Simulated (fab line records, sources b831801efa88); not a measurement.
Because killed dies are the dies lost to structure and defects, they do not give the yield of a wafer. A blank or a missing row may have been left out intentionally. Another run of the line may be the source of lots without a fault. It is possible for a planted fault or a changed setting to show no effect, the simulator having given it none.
fab line records    flow sky130
record: lots: 7  wafers: 19  last-day: 50
route steps=708 shown NWELL@65 PAD_OPEN@708
lots untouched by any fault: they come from a run of this same line in which no faults occurred
start-h: the number of hours between the record's first day and the start of the first shown wafer of the lot    wait-h: hours since the lot's step before    " as in the row above    L1.1+2: a row that stands for several wafers    - either no value or no given start    * or withheld: withheld    < > ~ a bound
route shown NAME@n: NAME is a module with steps in the file, n the number in the route of the first one    usual: the fault-free wafers' mean and standard deviation    same: alike in all rows    chamber/n: place in a boat    sites: per-site readings    _std_site: standard deviation across them    _edge_site: inner sites' mean taken away from outer sites' mean    radius-mm: how far each site lies from the wafer's centre    mask NAME#n: copy n    behind: tool/chamber where the wafer was last shaped    hold: what put the lot on hold/how long, in hours/how the hold closed    device: transistor that didn't switch, given as n, p or np    end of line: the route-end tests of the same wafers    for a step that has no rows: nothing shown but its recipe    killed: dies that structure and defects cost at the first sort, which is not the same as the wafer's yield    map: a wafer's dies, marking killed ones x, the rest . and places with no die _
set.NAME: the setting that was run; set.NAME@STEP: the one run at that earlier step    model.NAME: the simulator's own value behind a step, which no gauge read
lots at selected steps of the route; one table per step, one row per wafer
services: from which hour (start-h, from the record's first day; less than 0 if before it) a tool's chamber was out of use, for how many hours, and why
== steps ==
step: SKY_NWELL_IMPLANT_12
recipe: species: P  energy-kev: 120  dose-cm2: 1.3e+12  tilt-deg: withheld
step: SKY_NWELL_IMPLANT_13
recipe: species: P  energy-kev: 50  dose-cm2: 7e+11  tilt-deg: withheld
step: SKY_NWELL_STRIP_14
recipe: chemistry: O2/N2  power-w: 1400  pressure-mtorr: 1500  platen-temp-c: withheld  o2-flow-sccm: 3000  n2-flow-sccm: 300  overash-fraction: 0.5
usual: drypump-motor-current-A: 5.7/0.49  oes-product-au: 0.723/0.0044  strip-time-to-endpoint-s: 36.90/0.11
lot.wafer  tool             chamber  start-h  wait-h  drypump-motor-current-A  oes-product-au  rf-hours-counter-h  strip-time-to-endpoint-s
L872.3     plasma-asher-03  1        106.54   0.1     5.9                      0.722           -                   36.91
L872.4     "                0        "        "       6.2                      0.724           -                   36.94
L872.6     "                0        "        "       6.2                      0.724           -                   36.97
L876.1     plasma-asher-04  0        142.04   0.1     5.9                      0.727           47                  36.91
L876.5     "                0        "        "       5.8                      0.718           -                   36.89
L876.6     "                1        "        "       5.8                      0.718           -                   36.84
L880.1     plasma-asher-03  1        171.69   0.1     5.9                      0.716           35                  37.06
L880.2     "                0        "        "       6.2                      0.721           35                  36.85
L880.6     "                1        "        "       5.9                      0.721           -                   37.02
L881.2     plasma-asher-02  1        175.26   0.1     4.7                      0.719           49                  36.70
L881.4     "                0        "        "       5.7                      0.729           -                   36.79
L881.6     "                0        "        "       5.7                      0.721           -                   36.65
L886.2     plasma-asher-04  1        189.29   0.1     5.8                      0.727           52                  36.91
L886.4     "                0        "        "       5.8                      0.726           -                   36.90
L885.2     plasma-asher-04  1        190.81   0.1     5.8                      0.726           52                  37.04
L885.4     "                1        "        "       5.8                      0.722           -                   37.08
L890.2     plasma-asher-03  0        216.73   0.1     6.3                      0.722           40                  36.82
L890.4     "                1        "        "       5.9                      0.719           -                   36.74
L890.6     "                0        "        "       6.2                      0.724           -                   36.86
step: SKY_NWELL_TW_MEAS_15
usual: NWELL_TW: 1833/14
lot.wafer  tool           chamber  start-h  wait-h  NWELL_TW
L872.3     film-metro-02  -        106.63   0.1     1827
L872.4     "              -        "        "       1836
L872.6     "              -        "        "       1837
L876.1     film-metro-02  -        142.14   0.1     1809
L876.5     "              -        "        "       1827
L876.6     "              -        "        "       1829
L880.1     film-metro-02  -        171.79   0.1     1813
L880.2     "              -        "        "       1827
L880.6     "              -        "        "       1816
L881.2     film-metro-02  -        175.37   0.1     1836
L881.4     "              -        "        "       1835
L881.6     "              -        "        "       1836
L886.2     film-metro-02  -        189.40   0.1     1833
L886.4     "              -        "        "       1825
L885.2     film-metro-03  -        190.92   0.1     1859
L885.4     "              -        "        "       1850
L890.2     film-metro-03  -        216.84   0.1     1846
L890.4     "              -        "        "       1850
L890.6     "              -        "        "       1845
step: SKY_NWELL_DEHYDRATE_16
recipe: temp-c: 200  time-s: 60
step: SKY_NWELL_HMDS_17
recipe: prime-time-s: 60  prime-temp-c: 120
step: SKY_NWELL_COAT_18
recipe: spin-rpm: 2000  resist-thk-nm: 3000
step: SKY_NWELL_SOFTBAKE_19
recipe: temp-c: 110  time-s: withheld
step: SKY_NWELL_EXPOSE_20
recipe: mask-id: NWM_COMPLEMENT  na: 0.6  source-shape: conventional  sigma-outer: 0.6  polarization: unpolarized  target-cd-nm: 840  dose-mj: 260
step: SKY_NWELL_PEB_21
recipe: temp-c: 115  time-s: withheld
step: SKY_NWELL_DEVELOP_22
recipe: wall-angle-deg: 90  developer: TMAH  develop-time-s: 60  dev-temp-c: 23
step: SKY_NWELL_OVL_MEAS_23
usual: NWELL_01_OVL: -0.4/1.2
lot.wafer  tool        chamber  start-h  wait-h  NWELL_01_OVL[nm]
L872.3     overlay-01  -        123.18   -       -1.5
L872.4     "           -        "        "       -1.8
L872.6     "           -        "        "       0.2
L876.1     overlay-01  -        161.15   -       1.4
L876.5     "           -        "        "       -1.0
L876.6     "           -        "        "       0.2
L880.1     overlay-02  -        191.01   -       0.0
L880.2     "           -        "        "       -0.4
L880.6     "           -        "        "       0.0
L881.2     overlay-02  -        194.98   -       -0.4
L881.4     "           -        "        "       0.4
L881.6     "           -        "        "       -1.7
L886.2     overlay-02  -        209.86   -       -0.5
L886.4     "           -        "        "       0.1
L885.2     overlay-01  -        212.16   -       -1.6
L885.4     "           -        "        "       -0.5
L890.2     overlay-01  -        239.31   -       -1.8
L890.4     "           -        "        "       -2.4
L890.6     "           -        "        "       -0.2
step: SKY_NWELL_IMPLANT_24
recipe: species: B  energy-kev: 140  dose-cm2: 9.2e+12  tilt-deg: withheld
usual: end-station-pressure-torr: 5.05e-06/2.6e-07
lot.wafer  tool          chamber  start-h  wait-h  end-station-pressure-torr
L872.3     implanter-01  0        123.26   0.1     5.26e-06
L872.4     "             0        "        "       4.93e-06
L872.6     "             0        "        "       4.85e-06
L876.1     implanter-01  0        161.19   0.0     5.17e-06
L876.5     "             0        "        "       5.04e-06
L876.6     "             0        "        "       4.88e-06
L880.1     implanter-01  0        191.04   0.0     4.86e-06
L880.2     "             0        "        "       5.07e-06
L880.6     "             0        "        "       4.86e-06
L881.2     implanter-03  0        195.03   0.0     4.96e-06
L881.4     "             0        "        "       5.03e-06
L881.6     "             0        "        "       5.26e-06
L886.2     implanter-01  0        209.92   0.0     5.28e-06
L886.4     "             0        "        "       5.27e-06
L885.2     implanter-01  0        212.22   0.0     4.41e-06
L885.4     "             0        "        "       4.95e-06
L890.2     implanter-03  0        239.37   0.0     5.01e-06
L890.4     "             0        "        "       5.08e-06
L890.6     "             0        "        "       5.3e-06
step: SKY_NWELL_STRIP_25
recipe: chemistry: O2/N2  power-w: 1400  pressure-mtorr: 1500  platen-temp-c: withheld  o2-flow-sccm: 3000  n2-flow-sccm: 300  overash-fraction: 0.5
usual: drypump-motor-current-A: 5.8/0.45  oes-product-au: 0.721/0.0046  strip-time-to-endpoint-s: 36.89/0.11
lot.wafer  tool             chamber  start-h  wait-h  drypump-motor-current-A  oes-product-au  rf-hours-counter-h  strip-time-to-endpoint-s
L872.3     plasma-asher-03  1        123.39   0.1     5.9                      0.719           -                   36.71
L872.4     "                0        "        "       6.2                      0.721           -                   36.71
L872.6     "                1        "        "       5.8                      0.733           -                   36.72
L876.1     plasma-asher-04  1        161.34   0.1     5.8                      0.717           49                  36.75
L876.5     "                1        "        "       5.7                      0.728           -                   36.82
L876.6     "                0        "        "       5.9                      0.721           -                   36.92
L880.1     plasma-asher-03  1        191.19   0.1     5.9                      0.719           37                  36.91
L880.2     "                0        "        "       6.2                      0.721           37                  36.85
L880.6     "                1        "        "       5.9                      0.727           -                   37.01
L881.2     plasma-asher-04  1        195.16   0.1     5.7                      0.726           52                  37.00
L881.4     "                0        "        "       5.9                      0.719           -                   37.06
L881.6     "                0        "        "       5.9                      0.716           -                   37.11
L886.2     plasma-asher-03  0        210.04   0.1     6.2                      0.722           39                  36.96
L886.4     "                1        "        "       5.9                      0.719           -                   36.97
L885.2     plasma-asher-03  1        212.34   0.1     5.9                      0.716           39                  36.82
L885.4     "                1        "        "       5.9                      0.719           -                   36.80
L890.2     plasma-asher-04  0        239.49   0.1     5.9                      0.723           56                  36.88
L890.4     "                1        "        "       5.8                      0.720           -                   36.96
L890.6     "                1        "        "       5.8                      0.727           -                   36.79
step: SKY_NWELL_TW_MEAS_26
usual: NWELL_2_TW: 500/3.4
lot.wafer  tool           chamber  start-h  wait-h  NWELL_2_TW
L872.3     film-metro-02  -        123.48   0.1     499
L872.4     "              -        "        "       500
L872.6     "              -        "        "       498
L876.1     film-metro-02  -        161.44   0.1     495
L876.5     "              -        "        "       494
L876.6     "              -        "        "       497
L880.1     film-metro-01  -        191.29   0.1     459
L880.2     "              -        "        "       459
L880.6     "              -        "        "       497
L881.2     film-metro-01  -        195.27   0.1     500
L881.4     "              -        "        "       497
L881.6     "              -        "        "       497
L886.2     film-metro-03  -        210.15   0.1     467
L886.4     "              -        "        "       502
L885.2     film-metro-02  -        212.45   0.1     463
L885.4     "              -        "        "       495
L890.2     film-metro-02  -        239.60   0.1     498
L890.4     "              -        "        "       495
L890.6     "              -        "        "       497
step: SKY_NWELL_CLEAN_27
recipe: chemistry: SC1/SC2  mix: 1:4:20  temp-c: 70  time-s: 150  dry: n2-spin
step: SKY_PAD_OPEN_PROBE_99
usual: killed_at_M0_to_M3: 43/7.8  killed_at_M4_up: 3.2/1.7  killed-at-contacts: 24/5.2  killed-at-front-end: 15/4.5  killed-at-other: 0.4/0.65  killed-dies: 87/9.1  killed-open: 47/7.3  killed-short: 40/6.5
same: gross-dies: 492  killed-at-back-side: 0
lot.wafer  tool       chamber  start-h  wait-h  killed_at_M0_to_M3  killed_at_M4_up  killed-at-contacts  killed-at-front-end  killed-at-other  killed-dies  killed-open  killed-short  model.etest.pfet_16v.r-on-ohm-um  model.etest.res-iso-pwell.rs-ohm-sq  model.etest.res-pwell-under-gate.rs-ohm-sq  model.etest.res-pwell-under-gate.rs-ohm-sq-range  model.etest.res-iso-pwell.line-ohm-um  model.etest.res-pwell-under-gate.rs-ohm-sq-rim-less-centre  model.etest.pfet_16v.drive-ua-um  model.etest.tip_n_5v.rs-ohm-sq
L872.3     prober-01  -        1091.08  0.2     46                  1                24                  11                   0                82           43           39            1.569e+04                         3500                                 2266                                        57.19                                             1322                                   20.7                                                        243.6                             1384
L872.4     prober-01  -        1091.13  0.2     45                  1                21                  15                   0                82           44           38            1.522e+04                         3297                                 2268                                        77.16                                             1254                                   5.455                                                       248.4                             1379
L872.6     prober-01  -        1091.23  0.2     36                  3                21                  24                   0                84           57           27            1.515e+04                         3270                                 2283                                        48.56                                             1221                                   -19.5                                                       248                               1384
L876.1     prober-01  -        1130.07  0.1     27                  2                21                  22                   1                73           33           39            1.541e+04                         3162                                 2263                                        52.42                                             1196                                   13.47                                                       243.4                             1387
L876.5     prober-01  -        1130.27  0.2     52                  1                29                  7                    0                89           49           40            1.488e+04                         2956                                 2286                                        66.06                                             1127                                   24.97                                                       248.8                             1388
L876.6     prober-01  -        1130.32  0.2     37                  6                31                  16                   1                91           47           44            1.513e+04                         3079                                 2279                                        52.19                                             1154                                   10.78                                                       247                               1396
L880.1     prober-01  -        1156.67  0.1     40                  1                21                  12                   0                74           41           33            1.822e+04                         4072                                 2954                                        694.1                                             1543                                   -336                                                        198.8                             1325
L880.2     prober-01  -        1156.72  0.1     53                  2                32                  7                    0                94           45           49            1.805e+04                         4053                                 2966                                        711.5                                             1534                                   -347.2                                                      199.4                             1318
L880.6     prober-01  -        1156.92  0.2     39                  1                23                  18                   1                82           52           27            1.47e+04                          2995                                 2282                                        41.61                                             1115                                   9.21                                                        253.9                             1367
L881.2     prober-02  -        1161.97  0.1     54                  3                23                  15                   0                95           42           53            1.531e+04                         2770                                 2295                                        61.56                                             1062                                   -26.93                                                      242.2                             1380
L881.4     prober-02  -        1162.07  0.2     49                  4                25                  9                    0                87           48           39            1.512e+04                         2690                                 2274                                        41.09                                             1006                                   -14.23                                                      243.7                             1369
L881.6     prober-02  -        1162.17  0.2     45                  5                22                  16                   0                88           42           46            1.516e+04                         2728                                 2292                                        67.63                                             1025                                   -27.09                                                      241.8                             1373
L886.2     prober-02  -        1172.93  0.1     50                  6                32                  15                   0                103          50           53            1.933e+04                         4792                                 2997                                        755.1                                             1845                                   -326                                                        180.4                             1366
L886.4     prober-02  -        1173.03  0.2     45                  1                22                  25                   0                93           49           44            1.528e+04                         3240                                 2299                                        38.16                                             1222                                   -4.978                                                      243.3                             1399
L885.2     prober-01  -        1174.43  0.1     33                  5                28                  19                   0                85           48           37            1.863e+04                         4169                                 2927                                        695                                               1599                                   -322.3                                                      191.9                             1335
L885.4     prober-01  -        1174.53  0.2     38                  3                22                  8                    0                71           31           40            1.512e+04                         3063                                 2261                                        46.45                                             1164                                   4.74                                                        247.7                             1381
L890.2     prober-01  -        1194.21  0.1     51                  1                21                  16                   0                89           58           31            1.519e+04                         2752                                 2279                                        47.68                                             1042                                   -31.74                                                      244.6                             1381
L890.4     prober-01  -        1194.31  0.2     54                  3                22                  17                   0                96           57           39            1.515e+04                         2673                                 2282                                        34.74                                             1000                                   -3.767                                                      241.4                             1375
L890.6     prober-01  -        1194.41  0.2     53                  5                30                  14                   0                102          49           53            1.512e+04                         2683                                 2272                                        78.02                                             1024                                   -44.93                                                      241.4                             1381
killed by level:class
L872.3 METAL2:geometric-particle:short=10 VIA1:geometric-particle:open=9 VIA2:geometric-particle:open=9 LI_CONTACT:geometric-particle:open=8 CONTACT:geometric-particle:open=8 LOCAL_INTERCONNECT:geometric-particle:short=5 VIA3:geometric-particle:short=4 METAL1:geometric-particle:short=3
L872.4 VIA1:geometric-particle:open=14 VIA1:geometric-particle:short=9 FIELD_ISO:geometric-particle:open=6 LI_CONTACT:geometric-particle:open=6 METAL1:geometric-particle:short=6 METAL2:geometric-particle:short=5 CONTACT:geometric-particle:open=5 CONTACT:geometric-particle:short=4
L872.6 VIA1:geometric-particle:open=12 POLY_GATE:geometric-particle:open=8 VIA2:geometric-particle:open=8 FIELD_ISO:geometric-particle:open=7 LI_CONTACT:geometric-particle:open=7 CONTACT:geometric-particle:open=6 FIELD_ISO:geometric-particle:short=4 LI_CONTACT:geometric-particle:short=3
L876.1 POLY_GATE:geometric-particle:short=7 LI_CONTACT:geometric-particle:open=6 CONTACT:geometric-particle:open=5 VIA1:geometric-particle:open=5 VIA3:geometric-particle:open=5 FIELD_ISO:geometric-particle:short=4 FIELD_ISO:geometric-particle:open=4 CONTACT:geometric-particle:short=4
L876.5 CONTACT:geometric-particle:open=13 VIA1:geometric-particle:open=9 METAL2:geometric-particle:short=8 VIA1:geometric-particle:short=7 VIA3:geometric-particle:open=6 CONTACT:geometric-particle:short=6 VIA2:geometric-particle:open=6 LOCAL_INTERCONNECT:geometric-particle:short=5
L876.6 CONTACT:geometric-particle:open=12 VIA1:geometric-particle:open=10 LI_CONTACT:geometric-particle:open=7 METAL1:geometric-particle:short=6 POLY_GATE:geometric-particle:short=5 POLY_GATE:geometric-particle:open=5 CONTACT:geometric-particle:short=5 VIA3:geometric-particle:open=5
L880.1 METAL2:geometric-particle:short=8 VIA1:geometric-particle:open=8 CONTACT:geometric-particle:open=7 FIELD_ISO:geometric-particle:open=5 LOCAL_INTERCONNECT:geometric-particle:open=5 VIA3:geometric-particle:open=5 FIELD_ISO:geometric-particle:short=4 LOCAL_INTERCONNECT:geometric-particle:short=3
L880.2 VIA1:geometric-particle:open=10 LOCAL_INTERCONNECT:geometric-particle:short=10 VIA3:geometric-particle:open=10 CONTACT:geometric-particle:short=8 CONTACT:geometric-particle:open=7 VIA1:geometric-particle:short=7 METAL1:geometric-particle:short=5 VIA2:geometric-particle:open=5
L880.6 VIA3:geometric-particle:open=10 VIA1:geometric-particle:open=9 CONTACT:geometric-particle:open=9 LI_CONTACT:geometric-particle:open=6 VIA2:geometric-particle:open=5 FIELD_ISO:geometric-particle:open=4 FIELD_ISO:geometric-particle:short=4 VIA2:geometric-particle:short=4
L881.2 METAL2:geometric-particle:short=15 CONTACT:geometric-particle:open=9 METAL1:geometric-particle:short=7 VIA3:geometric-particle:open=7 FIELD_ISO:geometric-particle:open=6 VIA2:geometric-particle:open=5 VIA1:geometric-particle:open=5 FIELD_ISO:geometric-particle:short=4
L881.4 VIA1:geometric-particle:open=13 CONTACT:geometric-particle:open=11 METAL2:geometric-particle:short=8 VIA1:geometric-particle:short=7 LI_CONTACT:geometric-particle:open=6 VIA2:geometric-particle:open=5 VIA3:geometric-particle:short=4 VIA3:geometric-particle:open=4
L881.6 VIA1:geometric-particle:open=11 CONTACT:geometric-particle:open=8 METAL2:geometric-particle:short=7 FIELD_ISO:geometric-particle:short=6 VIA2:geometric-particle:open=6 VIA3:geometric-particle:open=5 METAL4:geometric-particle:short=5 POLY_GATE:geometric-particle:short=4
L886.2 CONTACT:geometric-particle:open=13 METAL1:geometric-particle:short=9 LI_CONTACT:geometric-particle:open=7 VIA1:geometric-particle:open=7 CONTACT:geometric-particle:short=6 METAL4:geometric-particle:short=6 VIA2:geometric-particle:short=6 VIA3:geometric-particle:open=5
L886.4 POLY_GATE:geometric-particle:short=10 VIA1:geometric-particle:open=8 LI_CONTACT:geometric-particle:open=8 CONTACT:geometric-particle:open=8 METAL2:geometric-particle:short=6 VIA2:geometric-particle:open=6 VIA3:geometric-particle:open=5 FIELD_ISO:geometric-particle:short=4
L885.2 VIA1:geometric-particle:open=10 LOCAL_INTERCONNECT:geometric-particle:short=9 LI_CONTACT:geometric-particle:open=8 CONTACT:geometric-particle:open=8 POLY_GATE:geometric-particle:open=7 POLY_GATE:geometric-particle:short=4 VIA2:geometric-particle:open=4 VIA3:geometric-particle:short=4
L885.4 CONTACT:geometric-particle:open=8 VIA2:geometric-particle:short=6 METAL2:geometric-particle:short=6 VIA1:geometric-particle:short=5 VIA1:geometric-particle:open=5 LI_CONTACT:geometric-particle:open=4 LI_CONTACT:geometric-particle:short=4 VIA3:geometric-particle:open=4
L890.2 METAL1:geometric-particle:short=10 VIA1:geometric-particle:open=9 VIA3:geometric-particle:open=9 VIA2:geometric-particle:open=8 CONTACT:geometric-particle:open=8 POLY_GATE:geometric-particle:open=5 LI_CONTACT:geometric-particle:open=5 LOCAL_INTERCONNECT:geometric-particle:short=4
L890.4 VIA1:geometric-particle:open=12 VIA3:geometric-particle:open=9 LOCAL_INTERCONNECT:geometric-particle:short=8 VIA2:geometric-particle:open=8 METAL1:geometric-particle:short=7 LI_CONTACT:geometric-particle:open=6 METAL1:geometric-particle:open=5 VIA1:geometric-particle:short=5
L890.6 CONTACT:geometric-particle:open=11 VIA1:geometric-particle:open=10 CONTACT:geometric-particle:short=9 VIA3:geometric-particle:short=8 METAL1:geometric-particle:short=7 VIA3:geometric-particle:open=7 FIELD_ISO:geometric-particle:short=5 METAL2:geometric-particle:short=5
== services ==
tool             chamber  start-h  hours  kind
implanter-01     -        105.11   4.9    pm
implanter-03     -        126.87   1.7    repair
implanter-03     -        171.25   0.7    repair
plasma-asher-04  -        174.69   1.4    repair
plasma-asher-04  -        178.73   0.9    repair
plasma-asher-03  -        187.37   1.5    repair
implanter-01     -        192.82   4.2    repair
== key ==
first-sign: step: SKY_NWELL_TW_MEAS_26  reading: NWELL_2_TW  direction: down  sigmas: 11  usual: 500  struck: 462
effect none on later readings
model-effect: step: SKY_PAD_OPEN_PROBE_99  value: etest.pfet_16v.r-on-ohm-um  without: 1.505e+04  struck: 1.856e+04
met-at SKY_NWELL_IMPLANT_24
struck-wafers L880.1,L880.2,L885.2,L886.2
tester-left-out L880,L885,L886
onset-between 161.19 191.04
fault: kind: process-parameter-drift  tool: implanter-01  chamber: -  onset-h: 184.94  steps: SKY_NWELL_IMPLANT_24  channel: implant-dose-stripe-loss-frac  offset: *  shape: step  end-h: 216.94  scope: struck-wafers-only
tester-left-out: of these lots the tester's yield and bins aren't shown, on N5 and GAA mostly nor the transistor test; their killed dies are dies lost to structure and defects alone, not to doping, threshold or leakage, so they don't give the yield
